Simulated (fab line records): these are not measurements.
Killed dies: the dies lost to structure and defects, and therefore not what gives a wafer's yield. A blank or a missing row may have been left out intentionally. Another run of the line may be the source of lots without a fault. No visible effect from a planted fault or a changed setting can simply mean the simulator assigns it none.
A lot that was struck, set against a sound lot | flow sky130 | 18 out of 708 route steps
Sound: the wafers L380.2, L380.4, L380.5. Struck: wafers L396.2, L396.3, L396.4. The cause comes at the end.
At each step with rows: each side's tool, then ch and its chambers, then its first start. Under that, the readings that differ: sound wafers | struck wafers | difference of the means | sigmas: that difference in standard deviations of wafers without a fault.
alike: readings with means less than 2 such deviations apart, plus words and numbers identical on both sides. not compared: withheld readings, readings lacking a value on some wafer, bounds such as >300 that could conceal the same value, and numbers that have no deviation in the record and whose values overlap.
A row with sigmas, a row that says differs or no value, or rows on one side alone: a step with any of these is where the two part. Numbers that don't overlap but have no deviation are shown without sigmas and don't part them. A reading that every wafer of one side lacks parts them only if that side has two wafers or more.

first, 6 steps without rows for these wafers: SKY_RES_XHIGH_COAT_02 (resist thk 1140 nm); SKY_RES_XHIGH_SOFTBAKE_03 (time 60 s); SKY_RES_XHIGH_EXPOSE_04 (exposes mask URPM, target cd 1270 nm); SKY_RES_XHIGH_PEB_05; SKY_RES_XHIGH_DEVELOP_06 (develop time 60 s); SKY_RES_XHIGH_IMPLANT_07.
SKY_RES_XHIGH_STRIP_08: strips in O2/N2.
  sound on plasma_asher-04 ch 0, day 27 11:28; struck on plasma_asher-02 ch 0,1, day 33 01:52
  reading                      | sound             | struck            | difference | sigmas
  strip_time_to_endpoint_s (s) | 14.38 14.36 14.40 | 14.30 14.27 14.27 | -0.10      | -2
  alike: drypump_motor_current_A, oes_product_au
  not compared: rf_hours_counter_h
SKY_RES_XHIGH_TW_MEAS_09:
  struck on film_metro-03, day 33 01:58; sound on film_metro-03, day 27 11:34
  reading      | sound          | struck         | difference | sigmas
  RES_XHIGH_TW | 1668 1654 1654 | 1632 1631 1630 | -28        | -3
then, 4 steps without rows for these wafers: SKY_SD_N_DEHYDRATE_00 (time 60 s); SKY_SD_N_HMDS_01 (prime time 60 s); SKY_SD_N_COAT_02 (resist thk 1140 nm); SKY_SD_N_SOFTBAKE_03 (time 60 s).
SKY_SD_N_EXPOSE_04: exposes mask NSDM, target cd 380 nm.
  sound on iline_stepper-01 ch 0, day 28 01:14; struck on iline_stepper-02 ch 0, day 33 15:49
  reading              | sound                | struck               | difference | sigmas
  exposure_dose_mJ_cm2 | 140.70 141.06 141.07 | 158.83 158.80 158.69 | +17.83     | +99 or more
  alike: mask
then, 2 steps without rows for these wafers: SKY_SD_N_PEB_05; SKY_SD_N_DEVELOP_06 (develop time 60 s).
SKY_SD_N_CD_MEAS_07 targets a cd of 380 nm.
  struck on cd_sem-02, day 34 03:59; sound on cd_sem-02, day 28 15:47
  reading    | sound             | struck            | difference | sigmas
  cd_nm (nm) | 375.7 375.8 375.2 | 414.6 415.5 415.1 | +39.5      | +17
SKY_SD_N_OVL_MEAS_08:
  struck on overlay-01, day 34 04:05; sound on overlay-02, day 28 15:53
  alike: SD_N_OVL
-- a jump in the record: the struck wafers' starts before and after are 16 days apart (it breaks off in module SD_N and resumes in module PAD_OPEN, where the first step shown is number 708 of the route) --
SKY_PAD_OPEN_PROBE_99:
  struck on prober-01, day 50 07:41; sound on prober-02, day 46 09:56
  alike: killed_at_M0_to_M3, killed_at_M4_up, killed_at_contacts, killed_at_front_end, killed_at_other, killed_dies, killed_on_rim, killed_open, killed_short

WHERE THEY PART
First at SKY_RES_XHIGH_STRIP_08; last, within this record, at SKY_SD_N_CD_MEAS_07. Later steps at which nothing parts them and some readings are alike: SKY_SD_N_OVL_MEAS_08, SKY_PAD_OPEN_PROBE_99.

WHY: whatever the simulator had introduced
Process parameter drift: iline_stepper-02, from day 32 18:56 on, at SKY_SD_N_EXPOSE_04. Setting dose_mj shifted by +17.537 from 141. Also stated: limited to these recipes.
